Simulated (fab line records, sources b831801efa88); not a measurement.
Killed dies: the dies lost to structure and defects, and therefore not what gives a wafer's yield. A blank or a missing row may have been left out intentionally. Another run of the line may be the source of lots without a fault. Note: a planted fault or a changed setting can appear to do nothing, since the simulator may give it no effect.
Matching of chambers ; flow gf180mcu ; rie-diel-03 running GF_V5_ETCH_16: 4 sister chambers
The step etches BARC in N2/H2. 8 wafers are shown with their chamber, then 8 later ones without.

## WAFERS PAIRED WITH THEIR CHAMBERS
wafer;chamber;throttle-valve-pct (%);chamber-pressure-mTorr (mTorr)
L314.3;2;13.069;30.568
L314.6;0;13.071;30.583
L315.2;3;13.062;30.613
L315.4;2;13.070;30.662
L317.3;0;13.086;30.563
L317.4;1;13.071;30.626
L317.5;1;13.074;30.592
L318.2;3;13.062;30.593

## WAFERS WITHOUT THEIR CHAMBER
wafer;throttle-valve-pct (%);chamber-pressure-mTorr (mTorr)
L318.3;13.087;30.641
L318.5;13.067;30.631
L320.2;13.086;30.611
L320.3;13.084;30.549
L320.4;13.085;30.596
L324.2;13.078;30.640
L324.3;13.083;30.613
L324.4;13.065;30.544

## CHAMBER TAKEN BY EACH
wafer;from the rows above;in truth
L318.3;can't be placed: 0 or 1 or 2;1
L318.5;can't be placed: 2 or 1 or 3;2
L320.2;can't be placed: 0 or 1 or 2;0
L320.3;can't be placed: 0 or 1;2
L320.4;can't be placed: 0 or 1 or 2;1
L324.2;can't be placed: 1 or 2 or 0 or 3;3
L324.3;can't be placed: 0 or 1 or 2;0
L324.4;can't be placed: 3 or 2 or 1 or 0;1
Correct placement for 0 of the 8. From these rows, 8 cannot be placed; in 7 the true chamber is one of the candidates. Wrongly placed: 0.
How it was worked out, from the rows above alone: a wafer's distance from a chamber is the root of the sum, over the readings, of the square of ((its reading less the chamber's mean) divided by the reading's scatter). The wafer belongs to the nearest chamber; if the next one is less than 2 further off, it can't be placed. A chamber's mean is the mean of its shown wafers. How the scatter is found: for the shown wafers, subtract from each reading the mean of its chamber, square and add these, divide the total by (wafers less chambers), then take the root.
